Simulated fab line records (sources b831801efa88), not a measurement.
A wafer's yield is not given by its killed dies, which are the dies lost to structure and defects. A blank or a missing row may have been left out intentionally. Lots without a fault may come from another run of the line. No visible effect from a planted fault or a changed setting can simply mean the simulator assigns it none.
Which of the tools did it? || flow sfq_line || 15 lots, 42 wafers sampled, at 4 steps of a route of 325

== WHAT EACH GAUGE READ, for each wafer ==
SFQ_M6_RS_MEAS_938: measures by four-point-probe. Usual: M6_NB_RS gives 0.895 ohm/sq (standard deviation 0.01).
{"lot": "L661", "measured": "day 57 08:08", "on": "film_metro-02", "M6_NB_RS (ohm/sq)": "0.906 0.898 0.906", "flag": ""}
{"lot": "L662", "measured": "day 57 14:32", "on": "film_metro-02", "M6_NB_RS (ohm/sq)": "0.895 0.887 0.882", "flag": ""}
{"lot": "L663", "measured": "day 57 20:28", "on": "film_metro-04", "M6_NB_RS (ohm/sq)": "0.895 0.903 0.891", "flag": ""}
{"lot": "L664", "measured": "day 57 22:52", "on": "film_metro-04", "M6_NB_RS (ohm/sq)": "0.905 0.906 0.907", "flag": ""}
{"lot": "L665", "measured": "day 59 01:42", "on": "film_metro-04", "M6_NB_RS (ohm/sq)": "0.915 0.905 0.897", "flag": ""}
{"lot": "L666", "measured": "day 59 02:54", "on": "film_metro-02", "M6_NB_RS (ohm/sq)": "0.886 0.913 0.903", "flag": ""}
{"lot": "L668", "measured": "day 59 18:30", "on": "film_metro-02", "M6_NB_RS (ohm/sq)": "0.887 0.885 0.881", "flag": ""}
{"lot": "L669", "measured": "day 60 01:10", "on": "film_metro-04", "M6_NB_RS (ohm/sq)": "1.205 0.894", "flag": "OFF"}
{"lot": "L671", "measured": "day 60 12:03", "on": "film_metro-02", "M6_NB_RS (ohm/sq)": "1.207 0.891", "flag": "OFF"}
{"lot": "L672", "measured": "day 60 21:40", "on": "film_metro-04", "M6_NB_RS (ohm/sq)": "1.187 0.870", "flag": "OFF"}
{"lot": "L678", "measured": "day 62 20:17", "on": "film_metro-04", "M6_NB_RS (ohm/sq)": "0.898 0.900 0.892", "flag": ""}
{"lot": "L680", "measured": "day 63 11:57", "on": "film_metro-02", "M6_NB_RS (ohm/sq)": "0.896 0.885 0.884", "flag": ""}
{"lot": "L681", "measured": "day 63 14:22", "on": "film_metro-02", "M6_NB_RS (ohm/sq)": "0.878 0.881 0.882", "flag": ""}
{"lot": "L682", "measured": "day 63 20:57", "on": "film_metro-01", "M6_NB_RS (ohm/sq)": "0.892 0.909 0.878", "flag": ""}
{"lot": "L683", "measured": "day 63 23:25", "on": "film_metro-04", "M6_NB_RS (ohm/sq)": "0.880 0.901 0.891", "flag": ""}

== EACH LOT AND THE TOOL THAT RAN IT (in order: tool; ch and the chambers of the sampled wafers; start) ==
{"lot": "L661", "SFQ_TRILAYER_A5B_DEP_PECVD_129": "pecvd-02 ch 1,2, day 46 05:16", "SFQ_TRILAYER_R5_STRIP_STRIP_140": "rie_metal-01 ch 1, day 52 00:33", "SFQ_TRILAYER_M6_DEP_SPUTTER_157": "pvd_sputter-05, day 57 08:01"}
{"lot": "L662", "SFQ_TRILAYER_A5B_DEP_PECVD_129": "pecvd-04 ch 1,2, day 46 08:53", "SFQ_TRILAYER_R5_STRIP_STRIP_140": "rie_metal-04 ch 0,1, day 52 02:57", "SFQ_TRILAYER_M6_DEP_SPUTTER_157": "pvd_sputter-05, day 57 14:26"}
{"lot": "L663", "SFQ_TRILAYER_A5B_DEP_PECVD_129": "pecvd-02 ch 0,2, day 46 12:02", "SFQ_TRILAYER_R5_STRIP_STRIP_140": "rie_metal-01 ch 0,1, day 52 06:33", "SFQ_TRILAYER_M6_DEP_SPUTTER_157": "pvd_sputter-03, day 57 20:23"}
{"lot": "L664", "SFQ_TRILAYER_A5B_DEP_PECVD_129": "pecvd-04 ch 0,2, day 46 17:10", "SFQ_TRILAYER_R5_STRIP_STRIP_140": "rie_metal-01 ch 0,1, day 52 08:57", "SFQ_TRILAYER_M6_DEP_SPUTTER_157": "pvd_sputter-03, day 57 22:47"}
{"lot": "L665", "SFQ_TRILAYER_A5B_DEP_PECVD_129": "pecvd-02 ch 1,2, day 47 08:35", "SFQ_TRILAYER_R5_STRIP_STRIP_140": "rie_metal-01 ch 0,1, day 53 05:21", "SFQ_TRILAYER_M6_DEP_SPUTTER_157": "pvd_sputter-03, day 59 01:37"}
{"lot": "L666", "SFQ_TRILAYER_A5B_DEP_PECVD_129": "pecvd-04 ch 0,1,2, day 47 09:46", "SFQ_TRILAYER_R5_STRIP_STRIP_140": "rie_metal-04 ch 0,1, day 53 06:33", "SFQ_TRILAYER_M6_DEP_SPUTTER_157": "pvd_sputter-04, day 59 02:49"}
{"lot": "L668", "SFQ_TRILAYER_A5B_DEP_PECVD_129": "pecvd-01 ch 1,2, day 47 22:58", "SFQ_TRILAYER_R5_STRIP_STRIP_140": "rie_metal-04 ch 0,1, day 53 22:54", "SFQ_TRILAYER_M6_DEP_SPUTTER_157": "pvd_sputter-03, day 59 18:25"}
{"lot": "L669", "SFQ_TRILAYER_A5B_DEP_PECVD_129": "pecvd-01 ch 1,2, day 48 02:37", "SFQ_TRILAYER_R5_STRIP_STRIP_140": "rie_metal-04 ch 1, day 54 03:54", "SFQ_TRILAYER_M6_DEP_SPUTTER_157": "pvd_sputter-03, day 60 01:01"}
{"lot": "L671", "SFQ_TRILAYER_A5B_DEP_PECVD_129": "pecvd-04 ch 2, day 48 12:10", "SFQ_TRILAYER_R5_STRIP_STRIP_140": "rie_metal-01 ch 1, day 54 16:42", "SFQ_TRILAYER_M6_DEP_SPUTTER_157": "pvd_sputter-03, day 60 11:58"}
{"lot": "L672", "SFQ_TRILAYER_A5B_DEP_PECVD_129": "pecvd-04 ch 1,2, day 49 00:16", "SFQ_TRILAYER_R5_STRIP_STRIP_140": "rie_metal-01 ch 1, day 55 01:13", "SFQ_TRILAYER_M6_DEP_SPUTTER_157": "pvd_sputter-03, day 60 21:34"}
{"lot": "L678", "SFQ_TRILAYER_A5B_DEP_PECVD_129": "pecvd-04 ch 1,2, day 50 21:52", "SFQ_TRILAYER_R5_STRIP_STRIP_140": "rie_metal-04 ch 0,1, day 56 23:00", "SFQ_TRILAYER_M6_DEP_SPUTTER_157": "pvd_sputter-05, day 62 20:10"}
{"lot": "L680", "SFQ_TRILAYER_A5B_DEP_PECVD_129": "pecvd-04 ch 0,2, day 51 09:52", "SFQ_TRILAYER_R5_STRIP_STRIP_140": "rie_metal-01 ch 0,1, day 57 16:01", "SFQ_TRILAYER_M6_DEP_SPUTTER_157": "pvd_sputter-05, day 63 11:52"}
{"lot": "L681", "SFQ_TRILAYER_A5B_DEP_PECVD_129": "pecvd-01 ch 0,1, day 51 14:08", "SFQ_TRILAYER_R5_STRIP_STRIP_140": "rie_metal-02 ch 0,1, day 57 17:13", "SFQ_TRILAYER_M6_DEP_SPUTTER_157": "pvd_sputter-05, day 63 14:16"}
{"lot": "L682", "SFQ_TRILAYER_A5B_DEP_PECVD_129": "pecvd-01 ch 0,2, day 51 23:04", "SFQ_TRILAYER_R5_STRIP_STRIP_140": "rie_metal-02 ch 1, day 58 00:25", "SFQ_TRILAYER_M6_DEP_SPUTTER_157": "pvd_sputter-03, day 63 20:52"}
{"lot": "L683", "SFQ_TRILAYER_A5B_DEP_PECVD_129": "pecvd-02 ch 0,1,2, day 52 02:43", "SFQ_TRILAYER_R5_STRIP_STRIP_140": "rie_metal-04 ch 0,1, day 58 03:07", "SFQ_TRILAYER_M6_DEP_SPUTTER_157": "pvd_sputter-04, day 63 23:16"}
- SFQ_TRILAYER_A5B_DEP_PECVD_129: deposits SiO2 from SiH4/N2O, time 133.33 s, target thk 600 nm.
- SFQ_TRILAYER_R5_STRIP_STRIP_140: strips in O2.
- SFQ_TRILAYER_M6_DEP_SPUTTER_157: material Nb, target thk 200 nm, time 133.3 s.

== AS READ BY THE TOOLS THEMSELVES (means over the sampled wafers that have a number; for cases with no such wafer, the mark the record gives instead) ==
SFQ_TRILAYER_A5B_DEP_PECVD_129. Usual: heater_power_w 76 W, standard deviation 15; rf_fwd_power_W 182.4 W, standard deviation 0.59; throttle_valve_pct 25.4 %, standard deviation 0.8.
{"lot": "L661", "tool": "pecvd-02", "heater_power_w (W)": 68, "rf_fwd_power_W (W)": 181.7, "throttle_valve_pct (%)": 24.8, "flag": ""}
{"lot": "L662", "tool": "pecvd-04", "heater_power_w (W)": 79, "rf_fwd_power_W (W)": 182.8, "throttle_valve_pct (%)": 25.5, "flag": ""}
{"lot": "L663", "tool": "pecvd-02", "heater_power_w (W)": 80, "rf_fwd_power_W (W)": 181.9, "throttle_valve_pct (%)": 25.1, "flag": ""}
{"lot": "L664", "tool": "pecvd-04", "heater_power_w (W)": 80, "rf_fwd_power_W (W)": 182.5, "throttle_valve_pct (%)": 25.2, "flag": ""}
{"lot": "L665", "tool": "pecvd-02", "heater_power_w (W)": 84, "rf_fwd_power_W (W)": 182.7, "throttle_valve_pct (%)": 24.6, "flag": ""}
{"lot": "L666", "tool": "pecvd-04", "heater_power_w (W)": 69, "rf_fwd_power_W (W)": 182.7, "throttle_valve_pct (%)": 25.3, "flag": ""}
{"lot": "L668", "tool": "pecvd-01", "heater_power_w (W)": 82, "rf_fwd_power_W (W)": 182.3, "throttle_valve_pct (%)": 25.5, "flag": ""}
{"lot": "L669", "tool": "pecvd-01", "heater_power_w (W)": 78, "rf_fwd_power_W (W)": 183.2, "throttle_valve_pct (%)": 26.1, "flag": ""}
{"lot": "L671", "tool": "pecvd-04", "heater_power_w (W)": 85, "rf_fwd_power_W (W)": 182.3, "throttle_valve_pct (%)": 25.4, "flag": ""}
{"lot": "L672", "tool": "pecvd-04", "heater_power_w (W)": 78, "rf_fwd_power_W (W)": 182.1, "throttle_valve_pct (%)": 25.6, "flag": ""}
{"lot": "L678", "tool": "pecvd-04", "heater_power_w (W)": 82, "rf_fwd_power_W (W)": 182.5, "throttle_valve_pct (%)": 25.6, "flag": ""}
{"lot": "L680", "tool": "pecvd-04", "heater_power_w (W)": 83, "rf_fwd_power_W (W)": 182.3, "throttle_valve_pct (%)": 25.4, "flag": ""}
{"lot": "L681", "tool": "pecvd-01", "heater_power_w (W)": 76, "rf_fwd_power_W (W)": 182.4, "throttle_valve_pct (%)": 27.2, "flag": ""}
{"lot": "L682", "tool": "pecvd-01", "heater_power_w (W)": 83, "rf_fwd_power_W (W)": 182.3, "throttle_valve_pct (%)": 25.6, "flag": ""}
{"lot": "L683", "tool": "pecvd-02", "heater_power_w (W)": 76, "rf_fwd_power_W (W)": 182.3, "throttle_valve_pct (%)": 25.3, "flag": ""}

SFQ_TRILAYER_R5_STRIP_STRIP_140. Usual: drypump_motor_current_A 5.8 A, standard deviation 0.38; oes_product_au 1.002 a.u., standard deviation 0.013.
{"lot": "L661", "tool": "rie_metal-01", "drypump_motor_current_A (A)": 5.8, "oes_product_au (a.u.)": 0.994, "flag": ""}
{"lot": "L662", "tool": "rie_metal-04", "drypump_motor_current_A (A)": 5.9, "oes_product_au (a.u.)": 1.012, "flag": ""}
{"lot": "L663", "tool": "rie_metal-01", "drypump_motor_current_A (A)": 5.3, "oes_product_au (a.u.)": 0.994, "flag": ""}
{"lot": "L664", "tool": "rie_metal-01", "drypump_motor_current_A (A)": 5.3, "oes_product_au (a.u.)": 0.998, "flag": ""}
{"lot": "L665", "tool": "rie_metal-01", "drypump_motor_current_A (A)": 5.3, "oes_product_au (a.u.)": 0.992, "flag": ""}
{"lot": "L666", "tool": "rie_metal-04", "drypump_motor_current_A (A)": 5.9, "oes_product_au (a.u.)": 1.001, "flag": ""}
{"lot": "L668", "tool": "rie_metal-04", "drypump_motor_current_A (A)": 5.9, "oes_product_au (a.u.)": 1.007, "flag": ""}
{"lot": "L669", "tool": "rie_metal-04", "drypump_motor_current_A (A)": 5.8, "oes_product_au (a.u.)": 1.010, "flag": ""}
{"lot": "L671", "tool": "rie_metal-01", "drypump_motor_current_A (A)": 5.8, "oes_product_au (a.u.)": 0.989, "flag": ""}
{"lot": "L672", "tool": "rie_metal-01", "drypump_motor_current_A (A)": 5.8, "oes_product_au (a.u.)": 0.982, "flag": ""}
{"lot": "L678", "tool": "rie_metal-04", "drypump_motor_current_A (A)": 5.9, "oes_product_au (a.u.)": 1.026, "flag": ""}
{"lot": "L680", "tool": "rie_metal-01", "drypump_motor_current_A (A)": 5.5, "oes_product_au (a.u.)": 0.988, "flag": ""}
{"lot": "L681", "tool": "rie_metal-02", "drypump_motor_current_A (A)": 5.8, "oes_product_au (a.u.)": 1.003, "flag": ""}
{"lot": "L682", "tool": "rie_metal-02", "drypump_motor_current_A (A)": 5.6, "oes_product_au (a.u.)": 0.999, "flag": ""}
{"lot": "L683", "tool": "rie_metal-04", "drypump_motor_current_A (A)": 5.9, "oes_product_au (a.u.)": 1.018, "flag": ""}

SFQ_TRILAYER_M6_DEP_SPUTTER_157. Usual: throttle_valve_pct reads 29.9 % (standard deviation 0.87).
{"lot": "L661", "tool": "pvd_sputter-05", "throttle_valve_pct (%)": 30.5, "flag": ""}
{"lot": "L662", "tool": "pvd_sputter-05", "throttle_valve_pct (%)": 30.1, "flag": ""}
{"lot": "L663", "tool": "pvd_sputter-03", "throttle_valve_pct (%)": 29.9, "flag": ""}
{"lot": "L664", "tool": "pvd_sputter-03", "throttle_valve_pct (%)": 29.5, "flag": ""}
{"lot": "L665", "tool": "pvd_sputter-03", "throttle_valve_pct (%)": 29.7, "flag": ""}
{"lot": "L666", "tool": "pvd_sputter-04", "throttle_valve_pct (%)": 30.1, "flag": ""}
{"lot": "L668", "tool": "pvd_sputter-03", "throttle_valve_pct (%)": 29.5, "flag": ""}
{"lot": "L669", "tool": "pvd_sputter-03", "throttle_valve_pct (%)": 29.6, "flag": ""}
{"lot": "L671", "tool": "pvd_sputter-03", "throttle_valve_pct (%)": 29.2, "flag": ""}
{"lot": "L672", "tool": "pvd_sputter-03", "throttle_valve_pct (%)": 30.1, "flag": ""}
{"lot": "L678", "tool": "pvd_sputter-05", "throttle_valve_pct (%)": 28.7, "flag": ""}
{"lot": "L680", "tool": "pvd_sputter-05", "throttle_valve_pct (%)": 30.1, "flag": ""}
{"lot": "L681", "tool": "pvd_sputter-05", "throttle_valve_pct (%)": 29.8, "flag": ""}
{"lot": "L682", "tool": "pvd_sputter-03", "throttle_valve_pct (%)": 29.8, "flag": ""}
{"lot": "L683", "tool": "pvd_sputter-04", "throttle_valve_pct (%)": 30.0, "flag": ""}

== THE ANSWER, worked out from the rows above alone ==
Rule: a lot counts as off when the mean over its wafers that have a number is more than 3 standard deviations away from the usual mean. A lot without any number at a reading at which 4 lots or more have one is off too. Any other lot the step has rows for is counted as sound. Order of review: gauges by route order, followed by the tools' own readings, for which a lot's mean as printed above is used. The first step at which some lot is off is used, and at that step the reading that is off furthest; a lot without a number counts as furthest.
Off: at SFQ_M6_RS_MEAS_938 (M6_NB_RS), L669, L671, L672.
If a tool, at a process step before that reading, ran all the lots that are off and no sound lot after the first of them, it fits. Gauges at SFQ_M6_RS_MEAS_938: tried the same way as those tools. No candidate that was tried fits.

== WHAT THE SIMULATOR HAD INSERTED ==
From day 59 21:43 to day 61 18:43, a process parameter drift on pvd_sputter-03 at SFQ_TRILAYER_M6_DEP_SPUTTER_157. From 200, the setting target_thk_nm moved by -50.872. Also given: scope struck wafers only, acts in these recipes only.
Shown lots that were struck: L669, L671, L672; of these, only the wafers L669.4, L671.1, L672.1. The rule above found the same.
